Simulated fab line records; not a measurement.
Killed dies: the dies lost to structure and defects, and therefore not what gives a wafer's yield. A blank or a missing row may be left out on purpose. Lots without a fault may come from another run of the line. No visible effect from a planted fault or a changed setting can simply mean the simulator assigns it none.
Comparing a struck lot with a sound one | flow sfq line | 42 steps out of a route of 325
Sound: the wafers L844.2, L844.4, L844.6. Struck: wafer L832.6; the same lot's L832.4 was not struck, so it is left out; see the end for the cause.
For every step that has rows: the tool of each side, followed by ch and its chambers, followed by its first start. Under that, the readings that differ: sound wafers | struck wafers | difference of the means | sigmas: that difference in standard deviations of wafers without a fault.
alike: words and numbers the same on both sides, and readings whose means are apart by under 2 such deviations; not compared: readings that were withheld, readings missing a value for some wafer, numbers with overlapping values and no deviation given by the record, and bounds like >300 which may hide the same value.
Wherever a step has rows on one side only, a row that says differs or no value, or a row with sigmas, the two part there. When numbers do not overlap yet have no deviation, they are printed without sigmas and do not part them. A reading that every wafer of one side lacks parts them only if that side has two wafers or more.

first, 3 steps without rows for these wafers: SFQ_TRILAYER_I4_VIA_STRIP_STRIP_107 (strips in O2); SFQ_TRILAYER_I4_VIA_STRIP_SOLV_CLEAN_108 (cleans in NMP, time 600 s); SFQ_TRILAYER_JJ_TRILAYER_DEP_PRE_CLEAN_113 (time 22.5 s).
SFQ_TRILAYER_JJ_TRILAYER_DEP_SPUTTER_109: material Nb, target thk 150 nm, time 100 s.
  sound on pvd sputter-03 at day 63 12:29; struck on pvd sputter-05 at day 56 16:31
  alike: substrate temp c, throttle valve pct
then, 3 steps without rows for these wafers: SFQ_TRILAYER_JJ_TRILAYER_DEP_SPUTTER_110 (material Al, target thk 8 nm, time 10 s); SFQ_TRILAYER_JJ_TRILAYER_DEP_AL_OXIDATION_111 (oxidation time 600 s); SFQ_TRILAYER_JJ_TRILAYER_DEP_SPUTTER_112 (material Nb, target thk 170 nm, time 113.3 s).
SFQ_JJ_RS_MEAS_929: the measuring method here is four-point-probe.
  sound on film metro-04 at day 63 13:41; struck on film metro-01 at day 56 17:46
  alike: JJ_NB_RS
then, 3 steps without rows for these wafers: SFQ_TRILAYER_JJ_CE_LITHO_COAT_119 (resist thk 62 nm); SFQ_TRILAYER_JJ_CE_LITHO_COAT_114 (resist thk 600 nm); SFQ_TRILAYER_JJ_CE_LITHO_SOFTBAKE_118.
-- the record jumps here: 5 days lie between the struck wafers' starts before and after --
SFQ_TRILAYER_JJ_CE_LITHO_EXPOSE_115: exposes mask J5, target cd 700 nm.
  sound on krf scanner-01 ch 0, day 64 04:44; struck on krf scanner-02 ch 0, day 61 12:06
  alike: mask, focus offset nm
then, 2 steps without rows for these wafers: SFQ_TRILAYER_JJ_CE_LITHO_PEB_117 (peb time 60 s); SFQ_TRILAYER_JJ_CE_LITHO_DEVELOP_116 (time 60 s).
SFQ_JJ_OVL_MEAS_931:
  sound on overlay-02 at day 64 06:02; struck on overlay-01 at day 61 13:01
  alike: J5_OVL
SFQ_TRILAYER_JJ_CE_METRO_MEASURE_117:
  sound on cd sem-01 at day 64 06:16; struck on cd sem-01 at day 61 13:38
  alike: cd nm
SFQ_TRILAYER_JJ_CE_BARC_OPEN_RIE_150: chemistry O2, target BARC, target depth 240 nm, time 80 s.
  sound on rie metal-04 ch 0,1, day 64 07:16; struck on rie metal-03 ch 0, day 61 14:16
  reading                     | sound             | struck | difference | sigmas
  drypump motor current A (A) | 5.1 5.2 6.4       | 6.6    | +1.0       | +2
  model.JJ.cd nm (nm)         | 698.9 698.7 698.2 | 692.7  | -5.9       |
  alike: chamber pressure mTorr, he backside leak sccm, oes product au
  not compared: rf hours counter h
SFQ_TRILAYER_JJ_CE_ETCH_RIE_118: chemistry SF6, target Nb, stops on Al2O3, time 97.7 s, target depth 170 nm.
  sound on rie metal-04 ch 0,1, day 64 07:22; struck on rie metal-03 ch 0, day 61 14:22
  reading                     | sound             | struck | difference | sigmas
  drypump motor current A (A) | 5.2 5.2 6.4       | 6.6    | +1.0       | +2
  model.JJ.cd nm (nm)         | 698.3 698.2 698.7 | 693.8  | -4.6       |
  alike: chamber pressure mTorr, he backside leak sccm, oes product au
  not compared: rf hours counter h
then, 9 steps without rows for these wafers: SFQ_TRILAYER_JJ_ANODIZE_ANODIZE_119; SFQ_TRILAYER_JJ_CE_STRIP_STRIP_120 (strips in O2); SFQ_TRILAYER_JJ_CE_STRIP_SOLV_CLEAN_121 (cleans in NMP, time 600 s); SFQ_TRILAYER_M5_LITHO_COAT_128 (resist thk 62 nm); SFQ_TRILAYER_M5_LITHO_COAT_123 (resist thk 600 nm); SFQ_TRILAYER_M5_LITHO_SOFTBAKE_127; SFQ_TRILAYER_M5_LITHO_EXPOSE_124 (exposes mask M5, target cd 700 nm); SFQ_TRILAYER_M5_LITHO_PEB_126 (peb time 60 s); SFQ_TRILAYER_M5_LITHO_DEVELOP_125 (time 60 s).
-- the record jumps here: 5 days lie between the struck wafers' starts before and after --
SFQ_M5_OVL_MEAS_932:
  sound on overlay-02 at day 69 04:46; struck on overlay-02 at day 66 08:07
  alike: M5_OVL
then, 1 step without rows for these wafers: SFQ_TRILAYER_M5_BARC_OPEN_METAL_ETCH_161 (etches BARC in O2, target depth 125 nm, time 41.7 s).
SFQ_TRILAYER_M5_ETCH_METAL_ETCH_126: etches Nb in Cl2/BCl3, stops on SiO2, time 203.2 s, target depth 265 nm.
  sound on rie metal-04 ch 0,1, day 69 04:51; struck on rie metal-03 ch 0, day 66 08:27
  reading                        | sound               | struck | difference | sigmas
  chamber pressure mTorr (mTorr) | 10.003 9.998 10.007 | 10.025 | +0.022     | +2
  alike: drypump motor current A, he backside leak sccm, oes product au
  not compared: rf hours counter h
then, 4 steps without rows for these wafers: SFQ_TRILAYER_M5_STRIP_STRIP_127 (strips in O2); SFQ_TRILAYER_M5_STRIP_SOLV_CLEAN_128 (cleans in NMP, time 600 s); SFQ_TRILAYER_A5B_DEP_PECVD_129 (deposits SiO2 from SiH4/N2O, time 133.33 s, target thk 600 nm); SFQ_TRILAYER_A5B_CMP_CMP_130 (polishes, stops on Nb, target thk 340.7 nm).
SFQ_TRILAYER_A5B_METRO_MEASURE_131:
  sound on film metro-02 at day 69 09:37; struck on film metro-02 at day 66 15:11
  alike: thk nm
SFQ_TRILAYER_R5_DEP_SPUTTER_132: material Ti, target thk 5 nm, time 5 s.
  sound on pvd sputter-06 at day 69 10:37; struck on pvd sputter-03 at day 66 15:47
  alike: throttle valve pct
then, 1 step without rows for these wafers: SFQ_TRILAYER_R5_DEP_SPUTTER_133 (material MoNx, target thk 40 nm, time 66.7 s).
SFQ_TRILAYER_R5_DEP_SPUTTER_134: material Ti, target thk 5 nm, time 5 s.
  sound on pvd sputter-06 at day 69 10:42; struck on pvd sputter-03 at day 66 15:51
  alike: throttle valve pct
SFQ_R5_RS_MEAS_933: the measuring method here is four-point-probe.
  sound on film metro-03 at day 69 10:44; struck on film metro-01 at day 66 15:56
  reading             | sound          | struck | difference | sigmas
  R5_MONX_RS (ohm/sq) | 6.92 7.02 6.91 | 7.13   | +0.18      | +2
SFQ_R5_THK_MEAS_934: measures by xrf.
  sound on film metro-03 at day 69 10:51; struck on film metro-01 at day 66 16:01
  alike: R5_MONX_THK
then, 1 step without rows for these wafers: SFQ_TRILAYER_R5_LITHO_COAT_141 (resist thk 62 nm).
-- the record jumps here: 14 days lie between the struck wafers' starts before and after --
SFQ_M8_BOW_MEAS_951:
  sound on film metro-02 at day 89 11:26; struck on film metro-03 at day 81 01:46
  reading                | sound                | struck | difference | sigmas
  model.etest.jj.g times | 0.9942 0.9938 0.9953 | 0.9814 | -0.0130    |
  alike: M8_BOW

== WHERE THEY PART ==
At SFQ_TRILAYER_JJ_CE_BARC_OPEN_RIE_150 first; at SFQ_R5_RS_MEAS_933 last (within this record only). Later steps at which nothing parts them and some readings are alike: SFQ_R5_THK_MEAS_934, SFQ_M8_BOW_MEAS_951.

WHY: whatever the simulator had introduced
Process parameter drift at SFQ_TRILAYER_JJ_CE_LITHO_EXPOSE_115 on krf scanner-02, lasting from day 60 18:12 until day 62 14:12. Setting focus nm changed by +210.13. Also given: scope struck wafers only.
